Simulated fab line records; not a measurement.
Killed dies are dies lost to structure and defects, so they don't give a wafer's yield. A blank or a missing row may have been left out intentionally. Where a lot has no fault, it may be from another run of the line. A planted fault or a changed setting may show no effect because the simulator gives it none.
The same fault as seen by 2 desks :: flow sky130 :: numbers are kept per desk, each desk with only its own; the story behind them comes last

## THE TOOL OWNER'S DESK: implanter-01
The tool's own readings at SKY_GATE_OXIDE_IMPLANT_11: means of the sampled wafers that have a number, for each lot that ran on this tool. A lot is out of limits, marked OUT, if its mean lies more than 4 standard deviations from the usual mean; the brackets give that distance.
Columns: A = dose-ions-cm2 at SKY_GATE_OXIDE_IMPLANT_11, usual 2.5991e+12; B = faraday-current-uA at SKY_GATE_OXIDE_IMPLANT_11, usual 14.67
lot: L235
first seen here: day 14 02:34
A: 2.6016e+12
B: 14.61

lot: L242
first seen here: day 16 16:43
A: 2.5964e+12
B: 14.82

lot: L243
first seen here: day 17 00:40
A: 2.8293e+12 (+79) OUT
B: 16.29 (+5.6) OUT

lot: L245
first seen here: day 17 15:32
A: 2.8299e+12 (+80) OUT
B: 15.98 (+4.5) OUT

lot: L252
first seen here: day 19 23:29
A: 2.5974e+12
B: 14.50

lot: L255
first seen here: day 21 03:53
A: 2.6012e+12
B: 14.94
This desk's finding: out of limits on L243, L245; first on L243, day 17 00:40 (dose-ions-cm2 at SKY_GATE_OXIDE_IMPLANT_11). L235, L242, L252, L255 stayed within limits.

## THE METROLOGY DESK
What the gauges read, lot by lot, whatever tool the lot ran on: means of the sampled wafers that have a number. A lot is out of limits, marked OUT, if its mean lies more than 4 standard deviations from the usual mean; the brackets give that distance.
Columns: A = PWDE_OVL at SKY_PWDE_OVL_MEAS_07, usual 0.6 nm; B = VT_ADJUST_LVTN_TW at SKY_VT_ADJUST_LVTN_TW_MEAS_10, usual 240.8; C = cd-nm at SKY_SONOS_TUNNEL_CD_MEAS_07, usual 409.9 nm; D = GATE_OXIDE_TW at SKY_GATE_OXIDE_TW_MEAS_14, usual 223.0
lot: L235
first seen here: day 4 00:58
A: 1.3
B: 240.9
C: 410.8
D: 224.6

lot: L237
first seen here: day 4 14:14
A: 1.3
B: 241.7
C: 410.7
D: 224.1

lot: L240
first seen here: day 5 11:46
A: -2.0
B: 242.2
C: 409.6
D: 224.5

lot: L242
first seen here: day 5 17:28
A: 3.2
B: 237.9
C: 408.9
D: 221.3

lot: L243
first seen here: day 5 23:14
A: 1.3
B: 243.0
C: 408.3
D: 228.8

lot: L245
first seen here: day 6 08:25
A: 0.3
B: 239.3
C: 409.6
D: 229.8 (+4.5) OUT

lot: L250
first seen here: day 7 16:16
A: 0.1
B: 241.4
C: 410.0
D: 220.3

lot: L251
first seen here: day 7 19:35
A: 0.3
B: 242.4
C: 408.2
D: 221.9

lot: L252
first seen here: day 7 23:08
A: 0.4
B: 238.4
C: 410.3
D: 220.6

lot: L253
first seen here: day 8 07:55
A: 0.8
B: 241.4
C: 412.2
D: 222.2

lot: L254
first seen here: day 8 13:34
A: 1.8
B: 241.3
C: 411.2
D: 222.3

lot: L255
first seen here: day 8 17:17
A: 0.0
B: 238.8
C: 409.3
D: 223.6

lot: L256
first seen here: day 9 02:23
A: 3.0
B: 241.9
C: 406.3
D: 224.1
This desk finds L245 out of limits, with the earliest case on L245 at day 17 15:54 (GATE_OXIDE_TW at SKY_GATE_OXIDE_TW_MEAS_14). L235, L237, L240, L242, L243, L250, L251, L252, L253, L254, L255, L256 stayed within limits.

## BROUGHT TOGETHER
At day 17 00:40, on L243, L245, the tool owner's desk was in a position to raise an alarm.
On L245, the metrology desk was in a position to raise an alarm at day 17 15:54.
The metrology desk holds a record of L243, inside its limits.
On implanter-01, each named lot ran SKY_GATE_OXIDE_IMPLANT_11.

## WHAT THE SIMULATOR HAD PUT IN
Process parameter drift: implanter-01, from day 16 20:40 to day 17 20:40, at SKY_GATE_OXIDE_IMPLANT_11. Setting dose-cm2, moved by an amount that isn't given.
Shown lots that were struck: L243, L245.
Counting hours from when the fault started, the first reading out of limits came at 4 for the tool owner's desk and at 19 for the metrology desk.
